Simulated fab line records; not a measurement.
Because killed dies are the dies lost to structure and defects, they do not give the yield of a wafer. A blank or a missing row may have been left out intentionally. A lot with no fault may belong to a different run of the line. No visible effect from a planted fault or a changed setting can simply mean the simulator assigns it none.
Comparing a struck lot with a sound one -- flow gf180mcu -- 18 out of 602 route steps
Sound: these wafers, L160.2, L160.3, L160.4. Struck: wafer L178.5 (L178.1, L178.3, from the same lot, were not struck and are left out); the cause is given at the end.
Each step with rows lists, per side, the tool, then ch with its chambers, then its first start. Under that, the readings that differ: sound wafers -- struck wafers -- difference of the means -- sigmas: that difference in standard deviations of wafers without a fault.
alike: same words and numbers on both sides, and readings whose means sit less than 2 such deviations apart. not compared: any withheld reading, any reading some wafer has no value for, any bound like >300 that may hide the same value, and any number with overlapping values for which the record gives no deviation.
Wherever a step has rows on one side only, a row that says differs or no value, or a row with sigmas, the two part there. When numbers do not overlap yet have no deviation, they are printed without sigmas and do not part them. A reading that every wafer of one side lacks parts them only if that side has two wafers or more.

first, 2 steps without rows for these wafers: GF_CONTACT_PEB_12 (peb time 90 s); GF_CONTACT_DEVELOP_13 (develop time 60 s).
GF_CONTACT_CD_MEAS_14: target cd 220 nm.
  sound on cd-sem-02 at day 17 08:43; struck on cd-sem-01 at day 23 12:50
  alike: cd-nm
GF_CONTACT_OVL_MEAS_15:
  sound on overlay-02 at day 17 08:50; struck on overlay-01 at day 23 12:58
  alike: CONTACT_OVL
then, 1 step without rows for these wafers: GF_CONTACT_ETCH_16 (etches BARC in N2/H2).
GF_CONTACT_ETCH_17: etches SiO2 in C4F8/O2/Ar, stops on CoSi2, target depth 860 nm.
  sound: rie-diel-01 ch 0,2,3; struck: rie-diel-03 ch 2
  alike: oes-product-au
GF_CONTACT_STRIP_18: strips in O2/N2.
  sound on plasma-asher-01 ch 0,1, day 17 09:01; struck on plasma-asher-02 ch 0, day 23 13:10
reading,sound,struck,difference,sigmas
heater-power-w (W),304 309 340,265,-53,-2
  alike: drypump-motor-current-A, oes-product-au
  not compared: rf-hours-counter-h
then, 3 steps without rows for these wafers: GF_CONTACT_CLEAN_19 (cleans in SPM); GF_CONTACT_CLEAN_20 (cleans in DIW); GF_CONTACT_CLEAN_21 (cleans in dHF, time 20 s).
GF_CONTACT_SPUTTER_22: material Ti, target thk 15 nm, time 80.02 s.
  sound on pvd-sputter-02 at day 17 09:20; struck on pvd-sputter-04 at day 23 13:28
  alike: chamber-pressure-pa, throttle-valve-pct
GF_CONTACT_SPUTTER_23: material TiN, target thk 10 nm, time 40 s.
  sound on pvd-sputter-02 at day 17 09:23; struck on pvd-sputter-04 at day 23 13:31
  alike: chamber-pressure-pa, throttle-valve-pct
GF_CONTACT_CVD_24: deposits W, target thk 300 nm, time 90.339 s.
  sound on cvd-w-02 ch 0,1, day 17 09:26; struck on cvd-w-02 ch 0, day 23 13:34
reading,sound,struck,difference,sigmas
susceptor-temp-C (C),399.87 399.84 399.83,381.86,-17.99,-86
model.W_of_CONTACT_CVD_24.thk-nm (nm),298 302.4 305.5,222.1,-79.9,
  alike: heater-power-w
GF_CONTACT_RS_MEAS_25: measures by four-point-probe.
  sound on film-metro-02 at day 17 09:38; struck on film-metro-02 at day 23 13:40
reading,sound,struck,difference,sigmas
CONTACT_W_RS (ohm/sq),0.385 0.381 0.377,0.519,+0.138,+29
GF_CONTACT_THK_MEAS_26: measures by xrf.
  sound on film-metro-02 at day 17 09:45; struck on film-metro-02 at day 23 13:47
reading,sound,struck,difference,sigmas
CONTACT_W_THK (nm),304 308 313,226,-82,-19
GF_CONTACT_CMP_27: polishes, stops on SiO2, t overpolish 15.38 s, target thk 0 nm.
  sound on cmp-01 ch 0,2,3, day 17 09:48; struck on cmp-02 ch 3, day 23 13:50
reading,sound,struck,difference,sigmas
motor-current-A (A),11.0 11.0 11.6,9.9,-1.3,-2
time-to-endpoint-s (s),68 71 75,57,-14,-4
GF_M1_SPUTTER_00: material Ti, target thk 37.5 nm, time 150 s.
  sound on pvd-sputter-03 at day 17 10:06; struck on pvd-sputter-03 at day 23 14:08
  alike: chamber-pressure-pa, throttle-valve-pct
following that, these wafers have no rows for 1 step: GF_PASSIVATION_PROBE_99.

## WHERE THEY PART
Earliest at GF_CONTACT_STRIP_18; latest, in this record, at GF_CONTACT_CMP_27. Later steps at which nothing parts them and some readings are alike: GF_M1_SPUTTER_00.

WHY: whatever the simulator had introduced
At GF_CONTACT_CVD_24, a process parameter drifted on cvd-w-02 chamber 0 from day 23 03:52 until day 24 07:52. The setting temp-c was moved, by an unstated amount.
